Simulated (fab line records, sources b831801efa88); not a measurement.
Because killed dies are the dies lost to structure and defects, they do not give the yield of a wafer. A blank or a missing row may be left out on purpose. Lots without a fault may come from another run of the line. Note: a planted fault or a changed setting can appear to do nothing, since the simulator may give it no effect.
fab line records + flow sky130
record:
- lots: 6
- wafers: 18
- last_day: 49
route steps=708 shown LOCAL_INTERCONNECT@404 CONTACT@406 PAD_OPEN@708
lots untouched by any fault: they come from a run of this same line in which no faults occurred
start_h: start of the lot's first displayed wafer, in hours after the record's first day + wait_h: hours since the lot's step before + " as in the row above + L1.1+2: several wafers, shown together as one row + - no value, or no start given + * or withheld: withheld + < > ~ a bound
route shown NAME@n: NAME is a module with steps in the file, n the number in the route of the first one + usual: average and standard deviation across the fault-free wafers + same: alike in all rows + chamber/n: place in a boat + sites: readings site by site + _std_site: standard deviation of those values + _edge_site: outer sites' mean less inner sites' + radius_mm: for every site, how far away it sits from the centre of the wafer + mask NAME#n: copy n + behind: tool/chamber where the wafer was last shaped + hold: why the lot was held/for how many hours/how that ended + device: the n, p or np transistor that did not switch + end of line: the same wafers' tests at the end of the route + a step with no rows: only its recipe + killed: dies lost to structure and defects at the first sort, not the wafer's yield + map: the dies of a wafer, with x for killed, . for not killed, _ for no die there
set.NAME: setting as actually run; set.NAME@STEP: the setting as run at that earlier step + model.NAME: the simulator's own value behind a step, which no gauge read
lots at some steps of the route; a table a step, a row a wafer
services: when a tool's chamber went out of use (start_h, in hours from the record's first day, below 0 if earlier), for how many hours, and the reason
== steps ==
step: SKY_LOCAL_INTERCONNECT_CLEAN_17
recipe:
- chemistry: IPA
- time_s: 180
- temp_c: 25
step: SKY_LOCAL_INTERCONNECT_CLEAN_18
recipe:
- chemistry: O3/DIW
- dry: n2_spin
step: SKY_CONTACT_CVD_00
recipe:
- material: Si3N4
- target_thk_nm: 75
- temp_c: 400
- time_s: withheld
- rf_w: 450
usual:
- heater_power_w: 709/95
- susceptor_temp_C: 399.97/0.21
| lot.wafer | tool     | chamber | start_h | wait_h | heater_power_w | susceptor_temp_C |
|-----------|----------|---------|---------|--------|----------------|------------------|
| L508.4    | pecvd-04 | 1       | 703.18  | 0.0    | 628            | 400.09           |
| L508.5    | "        | 2       | "       | "      | 687            | 399.71           |
| L508.6    | "        | 0       | "       | "      | 932            | 400.16           |
| L509.1    | pecvd-04 | 0       | 714.12  | 0.0    | 894            | 400.24           |
| L509.2    | "        | 1       | "       | "      | 672            | 400.13           |
| L509.6    | "        | 0       | "       | "      | 885            | 400.28           |
| L512.4    | pecvd-04 | 1       | 739.75  | 0.0    | 642            | 399.79           |
| L512.5    | "        | 2       | "       | "      | 649            | 399.79           |
| L512.6    | "        | 0       | "       | "      | 833            | 399.92           |
| L524.3    | pecvd-02 | 0       | 835.57  | 0.0    | 751            | 399.80           |
| L524.4    | "        | 2       | "       | "      | 606            | 399.91           |
| L524.6    | "        | 1       | "       | "      | 619            | 399.91           |
| L525.1    | pecvd-02 | 1       | 855.13  | 0.0    | 751            | 399.99           |
| L525.4    | "        | 1       | "       | "      | 737            | 399.89           |
| L525.5    | "        | 2       | "       | "      | 638            | 400.17           |
| L526.2    | pecvd-03 | 1       | 856.47  | 0.0    | 640            | 400.07           |
| L526.5    | "        | 1       | "       | "      | 628            | 399.88           |
| L526.6    | "        | 0       | "       | "      | 834            | 400.13           |
step: SKY_CONTACT_THK_MEAS_01
recipe:
- reads: Si3N4_of_CONTACT_CVD_00
usual:
- CONTACT_CVD_00_THK: 75.4/0.99
| lot.wafer | tool          | chamber | start_h | wait_h | CONTACT_CVD_00_THK[nm] |
|-----------|---------------|---------|---------|--------|------------------------|
| L508.4    | film_metro-04 | -       | 703.23  | -      | 76.1                   |
| L508.5    | "             | -       | "       | "      | 75.8                   |
| L508.6    | "             | -       | "       | "      | 75.2                   |
| L509.1    | film_metro-04 | -       | 714.15  | -      | 74.0                   |
| L509.2    | "             | -       | "       | "      | 75.5                   |
| L509.6    | "             | -       | "       | "      | 76.2                   |
| L512.4    | film_metro-01 | -       | 739.79  | -      | 75.9                   |
| L512.5    | "             | -       | "       | "      | 76.0                   |
| L512.6    | "             | -       | "       | "      | 75.6                   |
| L524.3    | film_metro-04 | -       | 835.63  | -      | 74.5                   |
| L524.4    | "             | -       | "       | "      | 75.6                   |
| L524.6    | "             | -       | "       | "      | 75.0                   |
| L525.1    | film_metro-03 | -       | 855.16  | -      | 74.9                   |
| L525.4    | "             | -       | "       | "      | 77.0                   |
| L525.5    | "             | -       | "       | "      | 76.8                   |
| L526.2    | film_metro-03 | -       | 856.52  | -      | 73.7                   |
| L526.5    | "             | -       | "       | "      | 75.7                   |
| L526.6    | "             | -       | "       | "      | 74.6                   |
step: SKY_CONTACT_HDPCVD_02
recipe:
- material: SiO2
- target_thk_nm: 565
- sigma_open_frac: 0.3
- time_s: 94.2
- temp_c: 600
- sih4_flow_sccm: 60
- pressure_mtorr: 6
step: SKY_CONTACT_THK_MEAS_03
recipe:
- reads: SiO2_of_CONTACT_HDPCVD_02
usual:
- CONTACT_HDPCVD_THK: 567/5.5
| lot.wafer | tool          | chamber | start_h | wait_h | CONTACT_HDPCVD_THK[nm] |
|-----------|---------------|---------|---------|--------|------------------------|
| L508.4    | film_metro-01 | -       | 703.36  | 0.0    | 561                    |
| L508.5    | "             | -       | "       | "      | 552                    |
| L508.6    | "             | -       | "       | "      | 563                    |
| L509.1    | film_metro-03 | -       | 714.32  | 0.1    | 555                    |
| L509.2    | "             | -       | "       | "      | 561                    |
| L509.6    | "             | -       | "       | "      | 572                    |
| L512.4    | film_metro-04 | -       | 739.92  | 0.0    | 564                    |
| L512.5    | "             | -       | "       | "      | 569                    |
| L512.6    | "             | -       | "       | "      | 575                    |
| L524.3    | film_metro-01 | -       | 835.76  | 0.1    | 568                    |
| L524.4    | "             | -       | "       | "      | 562                    |
| L524.6    | "             | -       | "       | "      | 568                    |
| L525.1    | film_metro-01 | -       | 855.29  | 0.0    | 569                    |
| L525.4    | "             | -       | "       | "      | 566                    |
| L525.5    | "             | -       | "       | "      | 561                    |
| L526.2    | film_metro-04 | -       | 856.65  | 0.0    | 576                    |
| L526.5    | "             | -       | "       | "      | 575                    |
| L526.6    | "             | -       | "       | "      | 569                    |
step: SKY_CONTACT_CMP_04
recipe:
- material: SiO2
- down_force_psi: 4
- platen_rpm: 60
- pad_velocity_m_s: 0.94248
usual:
- motor_current_A: 12.3/1.8
- platen_rpm: 60.01/0.044
- time_to_endpoint_s: 83/3.8
| lot.wafer | tool   | chamber | start_h | wait_h | motor_current_A | platen_rpm | time_to_endpoint_s |
|-----------|--------|---------|---------|--------|-----------------|------------|--------------------|
| L508.4    | cmp-02 | 2       | 703.44  | 0.1    | 10.9            | 60.02      | 78                 |
| L508.5    | "      | 1       | "       | "      | 14.8            | 59.98      | 77                 |
| L508.6    | "      | 2       | "       | "      | 11.5            | 60.03      | 84                 |
| L509.2    | cmp-02 | 1       | 714.38  | 0.0    | 14.4            | 59.94      | 84                 |
| L509.1    | "      | 0       | "       | "      | 14.2            | 60.08      | 83                 |
| L509.6    | "      | 1       | "       | "      | 15.1            | 59.95      | 87                 |
| L512.4    | cmp-01 | 3       | 740.00  | 0.1    | 12.2            | 60.05      | 81                 |
| L512.5    | "      | 2       | "       | "      | 12.5            | 60.02      | 78                 |
| L512.6    | "      | 3       | "       | "      | 11.4            | 59.94      | 84                 |
| L524.3    | cmp-02 | 1       | 835.80  | 0.0    | 15.3            | 60.03      | 85                 |
| L524.4    | "      | 3       | "       | "      | 11.0            | 60.00      | 79                 |
| L524.6    | "      | 1       | "       | "      | 15.1            | 60.00      | 84                 |
| L525.4    | cmp-02 | 3       | 855.35  | 0.0    | 10.5            | 60.02      | 81                 |
| L525.1    | "      | 2       | "       | "      | 11.3            | 59.97      | 81                 |
| L525.5    | "      | 3       | "       | "      | 10.9            | 60.06      | 78                 |
| L526.2    | cmp-02 | 0       | 856.85  | 0.2    | 15.0            | 59.94      | 86                 |
| L526.5    | "      | 1       | "       | "      | 14.8            | 59.99      | 89                 |
| L526.6    | "      | 2       | "       | "      | 11.3            | 60.05      | 85                 |
step: SKY_CONTACT_BOW_MEAS_05
recipe:
- mode: bow
usual:
- CONTACT_BOW: 82/7.3
| lot.wafer | tool          | chamber | start_h | wait_h | CONTACT_BOW[um] |
|-----------|---------------|---------|---------|--------|-----------------|
| L508.4    | film_metro-04 | -       | 703.75  | 0.3    | 87              |
| L508.5    | "             | -       | "       | "      | 83              |
| L508.6    | "             | -       | "       | "      | 89              |
| L509.1    | film_metro-03 | -       | 714.68  | 0.1    | 75              |
| L509.2    | "             | -       | "       | "      | 77              |
| L509.6    | "             | -       | "       | "      | 89              |
| L512.4    | film_metro-01 | -       | 740.31  | 0.3    | 78              |
| L512.5    | "             | -       | "       | "      | 84              |
| L512.6    | "             | -       | "       | "      | 83              |
| L524.3    | film_metro-04 | -       | 836.14  | 0.3    | 81              |
| L524.4    | "             | -       | "       | "      | 88              |
| L524.6    | "             | -       | "       | "      | 93              |
| L525.1    | film_metro-04 | -       | 855.65  | 0.1    | 84              |
| L525.4    | "             | -       | "       | "      | 76              |
| L525.5    | "             | -       | "       | "      | 83              |
| L526.2    | film_metro-04 | -       | 857.02  | 0.1    | 86              |
| L526.5    | "             | -       | "       | "      | 80              |
| L526.6    | "             | -       | "       | "      | 84              |
step: SKY_CONTACT_DEHYDRATE_06
recipe:
- temp_c: 200
- time_s: 60
step: SKY_CONTACT_HMDS_07
recipe:
- prime_time_s: 60
- prime_temp_c: 120
step: SKY_CONTACT_COAT_08
recipe:
- resist: BARC
- temp_c: withheld
- time_s: withheld
- spin_rpm: 3000
- resist_thk_nm: 60
step: SKY_CONTACT_COAT_09
recipe:
- resist: KrF-thick
- spin_rpm: 3000
- resist_thk_nm: 450
step: SKY_CONTACT_SOFTBAKE_10
recipe:
- temp_c: 100
- time_s: 90
- resist: KrF-thick
usual:
- heater_power_total_W: 57.35/0.11
- run_length_s: 119.21/0.18
| lot.wafer | tool           | chamber | start_h | wait_h | heater_power_total_W | run_length_s |
|-----------|----------------|---------|---------|--------|----------------------|--------------|
| L508.4    | litho_track-04 | 0       | 717     | -      | 57.30                | 119.26       |
| L508.5    | "              | 0       | "       | "      | 57.48                | 119.45       |
| L508.6    | "              | 0       | "       | "      | 57.55                | 119.18       |
| L509.1    | litho_track-03 | 0       | 728     | -      | 57.20                | 119.02       |
| L509.2    | "              | 0       | "       | "      | 57.30                | 118.97       |
| L509.6    | "              | 0       | "       | "      | 57.25                | 118.94       |
| L512.4    | litho_track-04 | 0       | 754     | -      | 57.25                | 119.27       |
| L512.5    | "              | 0       | "       | "      | 57.40                | 119.34       |
| L512.6    | "              | 0       | "       | "      | 57.28                | 119.33       |
| L524.3    | litho_track-01 | 0       | 849     | -      | 57.46                | 119.44       |
| L524.4    | "              | 0       | "       | "      | 57.47                | 119.35       |
| L524.6    | "              | 0       | 850     | -      | 57.29                | 119.39       |
| L525.1    | litho_track-01 | 0       | 868     | -      | 59.29                | 110.84       |
| L525.4    | "              | 0       | 869     | -      | 58.97                | 110.85       |
| L525.5    | "              | 0       | "       | "      | 59.04                | 110.77       |
| L526.2    | litho_track-01 | 0       | 870     | -      | 59.16                | 111.08       |
| L526.5    | "              | 0       | "       | "      | 59.20                | 110.96       |
| L526.6    | "              | 0       | "       | "      | 58.91                | 111.01       |
step: SKY_CONTACT_EXPOSE_11
recipe:
- mask_id: CTM1
- na: 0.8
- source_shape: annular
- sigma_inner: 0.55
- sigma_outer: 0.85
- target_cd_nm: 170
- dose_mj: 38
step: SKY_PAD_OPEN_PROBE_99
usual:
- killed_at_M0_to_M3: 42/6.6
- killed_at_M4_up: 3.0/1.8
- killed_at_contacts: 25/5.1
- killed_at_front_end: 15/4.4
- killed_at_other: 0.3/0.56
- killed_dies: 86/8.6
- killed_open: 47/6.9
- killed_short: 38/6
same:
- gross_dies: 492
- killed_at_back_side: 0
| lot.wafer | tool      | chamber | start_h | wait_h | killed_at_M0_to_M3 | killed_at_M4_up | killed_at_contacts | killed_at_front_end | killed_at_other | killed_dies | killed_open | killed_short |
|-----------|-----------|---------|---------|--------|--------------------|-----------------|--------------------|---------------------|-----------------|-------------|-------------|--------------|
| L508.4    | prober-02 | -       | 1074.68 | 0.2    | 37                 | 3               | 14                 | 16                  | 0               | 70          | 36          | 32           |
| L508.5    | prober-02 | -       | 1074.73 | 0.2    | 33                 | 1               | 18                 | 17                  | 2               | 71          | 38          | 32           |
| L508.6    | prober-02 | -       | 1074.78 | 0.2    | 29                 | 3               | 22                 | 17                  | 0               | 71          | 41          | 30           |
| L509.1    | prober-01 | -       | 1081.23 | 0.1    | 47                 | 4               | 28                 | 12                  | 0               | 91          | 51          | 40           |
| L509.2    | prober-01 | -       | 1081.28 | 0.1    | 55                 | 1               | 25                 | 19                  | 1               | 101         | 54          | 47           |
| L509.6    | prober-01 | -       | 1081.48 | 0.2    | 51                 | 1               | 19                 | 16                  | 0               | 87          | 49          | 38           |
| L512.4    | prober-02 | -       | 1100.68 | 0.2    | 46                 | 6               | 22                 | 20                  | 0               | 94          | 47          | 47           |
| L512.5    | prober-02 | -       | 1100.73 | 0.2    | 48                 | 2               | 28                 | 15                  | 0               | 93          | 47          | 46           |
| L512.6    | prober-02 | -       | 1100.78 | 0.2    | 32                 | 2               | 19                 | 26                  | 0               | 79          | 35          | 44           |
| L524.3    | prober-02 | -       | 1168.18 | 0.2    | 32                 | 5               | 19                 | 12                  | 0               | 68          | 37          | 31           |
| L524.4    | prober-02 | -       | 1168.23 | 0.2    | 46                 | 8               | 29                 | 18                  | 0               | 101         | 57          | 44           |
| L524.6    | prober-02 | -       | 1168.33 | 0.2    | 41                 | 3               | 30                 | 14                  | 1               | 89          | 54          | 35           |
| L525.1    | prober-01 | -       | 1180.65 | 0.1    | 41                 | 3               | 19                 | 14                  | 0               | 77          | 36          | 40           |
| L525.4    | prober-01 | -       | 1180.80 | 0.2    | 35                 | 4               | 26                 | 8                   | 0               | 73          | 43          | 30           |
| L525.5    | prober-01 | -       | 1180.85 | 0.2    | 49                 | 3               | 26                 | 13                  | 0               | 91          | 66          | 24           |
| L526.2    | prober-02 | -       | 1181.92 | 0.1    | 36                 | 6               | 19                 | 23                  | 0               | 84          | 47          | 36           |
| L526.5    | prober-02 | -       | 1182.07 | 0.2    | 35                 | 1               | 27                 | 13                  | 0               | 76          | 36          | 40           |
| L526.6    | prober-02 | -       | 1182.12 | 0.2    | 48                 | 3               | 23                 | 12                  | 1               | 87          | 40          | 47           |
killed by level:class
L508.4 FIELD_ISO:geometric_particle:open=6 CONTACT:geometric_particle:open=6 VIA1:geometric_particle:open=6 LI_CONTACT:geometric_particle:open=5 METAL2:geometric_particle:short=5 VIA3:geometric_particle:short=5 METAL1:geometric_particle:short=4 VIA2:geometric_particle:open=4
L508.5 VIA1:geometric_particle:open=10 CONTACT:geometric_particle:open=8 FIELD_ISO:geometric_particle:short=6 POLY_GATE:geometric_particle:open=5 METAL1:geometric_particle:short=5 POLY_GATE:geometric_particle:short=4 LI_CONTACT:geometric_particle:open=4 VIA2:geometric_particle:open=4
L508.6 LI_CONTACT:geometric_particle:open=7 CONTACT:geometric_particle:open=7 VIA1:geometric_particle:open=7 POLY_GATE:geometric_particle:open=5 CONTACT:geometric_particle:short=5 METAL1:geometric_particle:short=5 METAL2:geometric_particle:short=5 VIA3:geometric_particle:open=5
L509.1 VIA2:geometric_particle:open=12 LI_CONTACT:geometric_particle:open=9 METAL2:geometric_particle:short=8 CONTACT:geometric_particle:open=7 VIA1:geometric_particle:open=6 VIA3:geometric_particle:open=6 POLY_GATE:geometric_particle:short=5 POLY_GATE:geometric_particle:open=5
L509.2 VIA1:geometric_particle:open=16 VIA2:geometric_particle:open=13 CONTACT:geometric_particle:short=10 VIA3:geometric_particle:open=8 POLY_GATE:geometric_particle:short=7 CONTACT:geometric_particle:open=6 FIELD_ISO:geometric_particle:short=4 VIA1:geometric_particle:short=4
L509.6 VIA1:geometric_particle:open=11 VIA2:geometric_particle:open=9 CONTACT:geometric_particle:open=7 VIA3:geometric_particle:open=7 METAL2:geometric_particle:short=6 LI_CONTACT:geometric_particle:open=5 CONTACT:geometric_particle:short=5 METAL1:geometric_particle:short=4
L512.4 CONTACT:geometric_particle:open=10 METAL1:geometric_particle:short=7 VIA3:geometric_particle:open=7 VIA1:geometric_particle:open=6 LI_CONTACT:geometric_particle:open=5 VIA2:geometric_particle:open=5 METAL2:geometric_particle:short=5 METAL3:geometric_particle:short=5
L512.5 LI_CONTACT:geometric_particle:open=9 VIA1:geometric_particle:open=9 METAL2:geometric_particle:short=8 CONTACT:geometric_particle:open=7 METAL1:geometric_particle:short=7 VIA3:geometric_particle:open=6 POLY_GATE:geometric_particle:short=5 CONTACT:geometric_particle:short=5
L512.6 VIA3:geometric_particle:open=9 CONTACT:geometric_particle:open=8 FIELD_ISO:geometric_particle:short=6 FIELD_ISO:geometric_particle:open=5 POLY_GATE:geometric_particle:open=5 METAL1:geometric_particle:short=5 VIA1:geometric_particle:short=5 POLY_GATE:geometric_particle:short=4
L524.3 LI_CONTACT:geometric_particle:open=8 VIA1:geometric_particle:short=8 VIA1:geometric_particle:open=8 CONTACT:geometric_particle:open=7 METAL2:geometric_particle:short=5 FIELD_ISO:geometric_particle:short=4 VIA2:geometric_particle:open=4 FIELD_ISO:geometric_particle:open=3
L524.4 VIA1:geometric_particle:open=10 CONTACT:geometric_particle:open=9 VIA2:geometric_particle:open=9 POLY_GATE:geometric_particle:open=8 CONTACT:geometric_particle:short=7 VIA3:geometric_particle:open=7 METAL1:geometric_particle:short=7 LI_CONTACT:geometric_particle:short=6
L524.6 CONTACT:geometric_particle:open=18 METAL2:geometric_particle:short=8 FIELD_ISO:geometric_particle:open=7 LI_CONTACT:geometric_particle:open=6 VIA1:geometric_particle:open=6 METAL1:geometric_particle:short=5 VIA2:geometric_particle:open=5 VIA3:geometric_particle:short=5
L525.1 METAL2:geometric_particle:short=9 CONTACT:geometric_particle:open=6 VIA2:geometric_particle:open=6 CONTACT:geometric_particle:short=4 METAL1:geometric_particle:short=4 VIA2:geometric_particle:short=4 VIA1:geometric_particle:open=4 VIA3:geometric_particle:open=4
L525.4 CONTACT:geometric_particle:open=13 LI_CONTACT:geometric_particle:open=8 METAL2:geometric_particle:short=8 VIA1:geometric_particle:open=7 METAL1:geometric_particle:short=5 VIA3:geometric_particle:open=4 CONTACT:geometric_particle:short=3 METAL4:geometric_particle:short=3
L525.5 CONTACT:geometric_particle:open=15 VIA1:geometric_particle:open=11 VIA3:geometric_particle:open=10 LI_CONTACT:geometric_particle:open=7 VIA2:geometric_particle:open=7 FIELD_ISO:geometric_particle:open=6 METAL1:geometric_particle:short=6 VIA3:geometric_particle:short=4
L526.2 VIA1:geometric_particle:open=11 FIELD_ISO:geometric_particle:open=8 CONTACT:geometric_particle:open=7 POLY_GATE:geometric_particle:short=5 METAL1:geometric_particle:short=5 VIA2:geometric_particle:open=5 VIA3:geometric_particle:open=5 LI_CONTACT:geometric_particle:open=4
L526.5 CONTACT:geometric_particle:open=11 LI_CONTACT:geometric_particle:open=8 METAL1:geometric_particle:short=7 VIA1:geometric_particle:open=7 METAL2:geometric_particle:short=5 CONTACT:geometric_particle:short=5 VIA1:geometric_particle:short=5 FIELD_ISO:geometric_particle:short=4
L526.6 METAL2:geometric_particle:short=10 CONTACT:geometric_particle:open=9 METAL1:geometric_particle:short=8 VIA2:geometric_particle:open=7 VIA1:geometric_particle:open=7 LOCAL_INTERCONNECT:geometric_particle:short=5 VIA1:geometric_particle:short=5 METAL3:geometric_particle:short=5
== services ==
| tool           | chamber | start_h | hours | kind                           |
|----------------|---------|---------|-------|--------------------------------|
| cmp-02         | -       | 681.30  | 4.5   | repair                         |
| pecvd-04       | 2       | 685.08  | 5.5   | scheduled_down                 |
| pecvd-02       | 0       | 705.47  | 12.5  | repair                         |
| cmp-01         | -       | 710.58  | 2.5   | repair                         |
| pecvd-04       | 0       | 719.03  | 5.0   | scheduled_down                 |
| cmp-02         | -       | 720.93  | 5.9   | repair                         |
| cmp-01         | -       | 734.24  | 0.6   | repair                         |
| cmp-02         | -       | 744.00  | 4.0   | pm                             |
| pecvd-03       | 2       | 747.08  | 2.1   | scheduled_down                 |
| cmp-02         | -       | 748.00  | -     | consumable_replace:conditioner |
| cmp-02         | -       | 748.00  | -     | consumable_replace:pad         |
| pecvd-03       | 1       | 752.43  | 10.3  | repair                         |
| pecvd-03       | -       | 763.36  | 1.0   | repair                         |
| cmp-02         | -       | 769.29  | 1.8   | repair                         |
| cmp-02         | -       | 775.22  | 1.1   | repair                         |
| cmp-01         | -       | 776.88  | 5.4   | pm                             |
| pecvd-02       | 2       | 783.73  | 10.9  | repair                         |
| pecvd-02       | 1       | 785.11  | 2.1   | scheduled_down                 |
| pecvd-03       | -       | 831.99  | 1.9   | repair                         |
| cmp-01         | -       | 836.99  | 4.8   | pm                             |
| litho_track-04 | -       | 840.54  | -     | consumable_replace:filter      |
| pecvd-04       | 0       | 841.12  | 2.1   | scheduled_down                 |
| pecvd-02       | 0       | 843.06  | 5.5   | scheduled_down                 |
| pecvd-02       | 0       | 863.79  | 16.5  | scheduled_down                 |
== key ==
first_sign:
- step: SKY_CONTACT_SOFTBAKE_10
- reading: run_length_s
- direction: down
- sigmas: 46
- usual: *
- struck: *
effect:
- step: SKY_CONTACT_SOFTBAKE_10
- reading: heater_power_total_W
- direction: up
- sigmas: 16
- usual: *
- struck: *
met_at SKY_CONTACT_SOFTBAKE_10
struck_wafers L525.1,L525.4,L525.5,L526.2,L526.5,L526.6
tester_left_out L525,L526
onset_between 849 868
fault:
- kind: process_parameter_drift
- tool: litho_track-01
- chamber: -
- onset_h: 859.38
- steps: SKY_CONTACT_SOFTBAKE_10
- channel: time_s
- offset: *
- shape: step
- end_h: 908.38
- acts_in: *
- stated: *
tester_left_out: of these lots the tester's yield and bins aren't shown, on N5 and GAA mostly nor the transistor test; their killed dies are dies lost to structure and defects alone, not to doping, threshold or leakage, so they don't give the yield
